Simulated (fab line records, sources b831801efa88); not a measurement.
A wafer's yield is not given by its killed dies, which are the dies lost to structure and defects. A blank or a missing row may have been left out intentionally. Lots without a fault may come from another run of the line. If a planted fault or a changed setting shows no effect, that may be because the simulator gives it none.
The tool behind it: which one?	flow sky130	Sampling: 14 lots, 42 wafers, 5 of 708 route steps

WHAT THE GAUGES SHOWED, per wafer
SKY_NWELL_OVL_MEAS_23.
lot	measured	on	NWELL_01_OVL (nm)
L841	day 5 10:14	overlay-01	1.0 1.2 -0.4
L844	day 6 07:06	overlay-01	1.9 2.8 2.4
L847	day 6 20:50	overlay-02	1.2 1.8 2.2
L851	day 7 20:04	overlay-02	- - -
L852	day 8 02:05	overlay-02	- - -
L855	day 8 21:44	overlay-01	-4.2 -1.3 -0.5
L856	day 9 03:04	overlay-01	-0.9 -0.7 -0.6
L857	day 9 07:11	overlay-02	-0.7 -1.0 -1.6
L859	day 9 19:10	overlay-02	1.5 0.8 0.2
L860	day 10 02:08	overlay-02	0.3 1.7 -0.3
L861	day 10 07:55	overlay-02	-0.8 -1.6 -3.2
L862	day 10 16:10	overlay-02	-3.2 -2.9 -1.7
L863	day 10 21:01	overlay-02	0.4 -2.4 -0.5
L864	day 11 00:29	overlay-01	-1.5 2.1 0.4

SKY_VT_ADJUST_HVTP_OVL_MEAS_08.
lot	measured	on	VT_ADJUST_HVTP_OVL (nm)
L841	day 6 05:25	overlay-01	-1.8 0.1 2.1
L844	day 7 02:36	overlay-01	-1.3 -2.1 -2.8
L847	day 7 17:13	overlay-02	-0.9 0.9 0.2
L851	day 8 17:11	overlay-02	0.3 0.9 1.8
L852	day 8 23:53	overlay-02	-1.0 -0.7 -1.0
L855	day 9 19:32	overlay-02	-0.8 0.5 3.0
L856	day 10 01:55	overlay-02	-0.3 -0.2 -2.0
L857	day 10 05:56	overlay-02	0.4 2.5 0.7
L859	day 10 18:24	overlay-02	0.4 0.6 0.1
L860	day 11 01:34	overlay-01	-0.3 -0.2 -0.4
L861	day 11 08:13	overlay-01	-1.4 -0.9 -1.8
L862	day 11 15:31	overlay-01	1.5 0.6 1.7
L863	day 11 21:29	overlay-02	-2.5 -1.5 -1.6
L864	day 12 00:50	overlay-02	-1.2 -0.4 -0.8

SKY_SONOS_TUNNEL_CD_MEAS_07 targets a cd of 410 nm.
lot	measured	on	cd-nm (nm)
L841	day 11 13:47	cd-sem-01	410.3 410.9 410.9
L844	day 12 17:05	cd-sem-02	409.0 410.3 410.4
L847	day 13 10:13	cd-sem-01	409.0 408.2 409.4
L851	day 14 13:30	cd-sem-02	407.8 408.5 410.1
L852	day 14 20:58	cd-sem-02	411.3 409.5 411.6
L855	day 15 21:49	cd-sem-02	411.5 412.0 412.3
L856	day 16 03:13	cd-sem-01	409.6 410.8 410.7
L857	day 16 09:29	cd-sem-02	408.4 408.0 408.2
L859	day 17 01:56	cd-sem-02	413.4 415.8 415.9
L860	day 17 09:47	cd-sem-02	411.7 408.5 408.3
L861	day 17 16:11	cd-sem-02	406.6 409.2 406.8
L862	day 18 03:59	cd-sem-02	409.9 407.2 408.2
L863	day 18 10:25	cd-sem-01	416.6 416.7 415.9
L864	day 18 13:49	cd-sem-01	415.8 414.6 414.0

WHAT TOOL EACH LOT RAN ON (gives the tool, then ch and the chambers of the sampled wafers, and finally the start)
lot	SKY_NWELL_COAT_18	SKY_VT_ADJUST_PCH_STRIP_09
L841	litho-track-02 ch 0, day 5 01:04	plasma-asher-04 ch 1, day 10 14:46
L844	litho-track-04 ch 0, day 5 21:47	plasma-asher-04 ch 0,1, day 11 16:34
L847	litho-track-01 ch 0, day 6 10:37	plasma-asher-03 ch 0,1, day 12 10:16
L851	litho-track-04, day 7 09:43	plasma-asher-03 ch 0,1, day 13 13:11
L852	litho-track-02, day 7 16:31	plasma-asher-03 ch 0,1, day 13 20:22
L855	litho-track-02 ch 0, day 8 11:25	plasma-asher-01 ch 0,1, day 14 20:43
L856	litho-track-02 ch 0, day 8 16:46	plasma-asher-03 ch 0,1, day 15 01:21
L857	litho-track-02 ch 0, day 8 20:44	plasma-asher-01 ch 0,1, day 15 06:13
L859	litho-track-04 ch 0, day 9 08:07	plasma-asher-01 ch 0,1, day 15 20:52
L860	litho-track-04 ch 0, day 9 14:59	plasma-asher-04 ch 0,1, day 16 05:19
L861	litho-track-02 ch 0, day 9 20:29	plasma-asher-01 ch 1, day 16 13:25
L862	litho-track-04 ch 0, day 10 04:11	plasma-asher-01 ch 0,1, day 16 23:19
L863	litho-track-02 ch 0, day 10 09:31	plasma-asher-03 ch 0,1, day 17 04:52
L864	litho-track-04 ch 0, day 10 12:41	plasma-asher-01 ch 0,1, day 17 08:43
- SKY_NWELL_COAT_18: resist thk 3000 nm.
- SKY_VT_ADJUST_PCH_STRIP_09: strips in O2/N2.

AS READ BY THE TOOLS THEMSELVES (means over the sampled wafers that have a number; for cases with no such wafer, the mark the record gives instead)
SKY_NWELL_COAT_18.
lot	tool	chill-plate-temp-C (C)	dispense-pressure-kPa (kPa)
L841	litho-track-02	23.00	47.39
L844	litho-track-04	23.12	47.39
L847	litho-track-01	23.00	47.44
L851	litho-track-04	-	-
L852	litho-track-02	-	-
L855	litho-track-02	22.96	47.45
L856	litho-track-02	23.04	47.44
L857	litho-track-02	23.14	47.45
L859	litho-track-04	23.12	47.47
L860	litho-track-04	23.06	47.45
L861	litho-track-02	22.97	47.45
L862	litho-track-04	23.07	47.45
L863	litho-track-02	22.89	47.39
L864	litho-track-04	23.06	47.46

SKY_VT_ADJUST_PCH_STRIP_09.
lot	tool	drypump-motor-current-A (A)	oes-product-au (a.u.)	strip-time-to-endpoint-s (s)
L841	plasma-asher-04	5.91	0.716	37.06
L844	plasma-asher-04	5.77	0.727	37.01
L847	plasma-asher-03	5.63	0.721	37.03
L851	plasma-asher-03	5.62	0.722	37.09
L852	plasma-asher-03	5.39	0.725	36.92
L855	plasma-asher-01	5.59	0.723	37.05
L856	plasma-asher-03	5.61	0.722	36.85
L857	plasma-asher-01	5.61	0.722	36.90
L859	plasma-asher-01	5.63	0.717	37.09
L860	plasma-asher-04	5.59	0.725	37.01
L861	plasma-asher-01	5.71	0.721	37.09
L862	plasma-asher-01	5.60	0.720	36.99
L863	plasma-asher-03	5.38	0.721	36.97
L864	plasma-asher-01	5.63	0.726	36.90

THE ANSWER, worked out from the rows above alone
Rule: the lots themselves supply what counts as usual. Put in order of their means at a reading, lots are off if they are a third of the lots or fewer, leave a main group of 4 or more, and stand apart from it by a gap of 3 or more times the standard deviation of the main group's means; of several such gaps the widest counts. A main group is skipped when, at the precision printed for the reading in the tables above, its means are all equal. Also off: a lot with no number at a reading for which 4 or more lots have one. Where the step has rows for the other lots, those lots are counted as sound. Order of review: gauges by route order, followed by the tools' own readings, for which a lot's mean as printed above is used. At the first step where some lot is off, the reading lying furthest off is the one used; lots without a number count as furthest.
Off: at SKY_NWELL_OVL_MEAS_23 (NWELL_01_OVL), L851, L852. Without a number there: L851, L852. The main group: mean -0.2 nm, standard deviation 1.5.
A tool fits if, at a process step before that reading, it ran every lot that is off, and no sound lot after the first of them. The gauges at SKY_NWELL_OVL_MEAS_23 aren't tried: what is off there is off at SKY_NWELL_COAT_18 too, on other tools, and a gauge's error can't cause that. No candidate that was tried fits.

WHAT THE SIMULATOR HAD PUT IN
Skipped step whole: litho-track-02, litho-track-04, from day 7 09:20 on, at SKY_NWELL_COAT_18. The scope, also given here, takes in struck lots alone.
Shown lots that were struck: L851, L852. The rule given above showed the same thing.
